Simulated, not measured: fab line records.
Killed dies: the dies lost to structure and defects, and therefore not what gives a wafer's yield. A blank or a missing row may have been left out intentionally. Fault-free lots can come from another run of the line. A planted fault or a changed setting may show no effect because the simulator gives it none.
Struck lot and sound lot, side by side	flow sfq_line	14 out of 325 route steps
Sound: wafers L494.1, L494.5, L494.6. Wafers struck: L497.1, L497.2, L497.5. Last of all comes the cause.
Each step with rows lists, per side, the tool, then ch with its chambers, then its first start. Under that, the readings that differ: sound wafers	struck wafers	difference of the means	sigmas: that difference in standard deviations of wafers without a fault.
alike: readings with means less than 2 such deviations apart, plus words and numbers identical on both sides. not compared: withheld readings, readings lacking a value on some wafer, bounds such as >300 that could conceal the same value, and numbers that have no deviation in the record and whose values overlap.
The two part at a step that has a row with sigmas, a row that says differs or no value, or rows on one side only. Numbers that have no deviation but don't overlap get no sigmas and don't part them. Lack of a reading on every wafer of one side parts them only where that side has two or more wafers.

first, 6 steps without rows for these wafers: SFQ_TRILAYER_M0_LITHO_COAT_026 (resist thk 62 nm); SFQ_TRILAYER_M0_LITHO_COAT_021 (resist thk 600 nm); SFQ_TRILAYER_M0_LITHO_SOFTBAKE_025; SFQ_TRILAYER_M0_LITHO_EXPOSE_022 (exposes mask M0, target cd 500 nm); SFQ_TRILAYER_M0_LITHO_PEB_024 (peb time 60 s); SFQ_TRILAYER_M0_LITHO_DEVELOP_023 (time 60 s).
SFQ_M0_OVL_MEAS_906:
  sound on overlay-02, day 8 05:09; struck on overlay-02, day 9 03:57
  alike: M0_OVL
SFQ_TRILAYER_M0_BARC_OPEN_METAL_ETCH_031: etches BARC in O2, target depth 125 nm, time 41.7 s.
  sound on rie_metal-03 ch 0,1, day 8 05:11; struck on rie_metal-04 ch 0,1, day 9 03:59
  alike: drypump_motor_current_A, oes_product_au
  not compared: rf_hours_counter_h
SFQ_TRILAYER_M0_ETCH_METAL_ETCH_024: etches Nb in Cl2/Ar, stops on SiO2, target depth 240 nm, time 120 s.
  sound on rie_metal-03 ch 0,1, day 8 05:14; struck on rie_metal-04 ch 0,1, day 9 04:02
  alike: drypump_motor_current_A, oes_product_au
  not compared: rf_hours_counter_h
SFQ_TRILAYER_M0_STRIP_STRIP_025: strips in O2.
  sound on rie_metal-03 ch 1, day 8 05:22; struck on rie_metal-04 ch 0,1, day 9 04:10
  alike: drypump_motor_current_A, oes_product_au
  not compared: rf_hours_counter_h
then, 1 step without rows for these wafers: SFQ_TRILAYER_M0_STRIP_SOLV_CLEAN_026 (cleans in NMP, time 600 s).
SFQ_TRILAYER_I0_DEP_PECVD_027: deposits SiO2 from SiH4/N2O, time 111.11 s, target thk 500 nm.
  sound on pecvd-01 ch 0,1,2, day 8 06:20; struck on pecvd-04 ch 0,2, day 9 04:56
  alike: heater_power_outer_w, heater_power_w, throttle_valve_pct
SFQ_TRILAYER_I0_CMP_CMP_028: polishes SiO2.
  sound on cmp-01 ch 0,1, day 8 13:13; struck on cmp-01 ch 0,1,3, day 9 09:35
reading	sound	struck	difference	sigmas
platen_rpm (rpm)	59.99 59.99 59.98	66.04 66.02 65.96	+6.02	+99 or more
  alike: motor_current_A, time_to_endpoint_s
SFQ_I0_BOW_MEAS_907:
  sound on film_metro-02, day 8 15:43; struck on film_metro-02, day 9 12:05
  alike: I0_BOW

## WHERE THEY PART
Within this record, at SFQ_TRILAYER_I0_CMP_CMP_028 only. Later steps at which nothing parts them and some readings are alike: SFQ_I0_BOW_MEAS_907.

WHY: what had been put in by the simulator
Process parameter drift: cmp-01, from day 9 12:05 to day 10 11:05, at SFQ_TRILAYER_I0_CMP_CMP_028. The setting platen_rpm was moved by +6, starting from 60. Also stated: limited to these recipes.
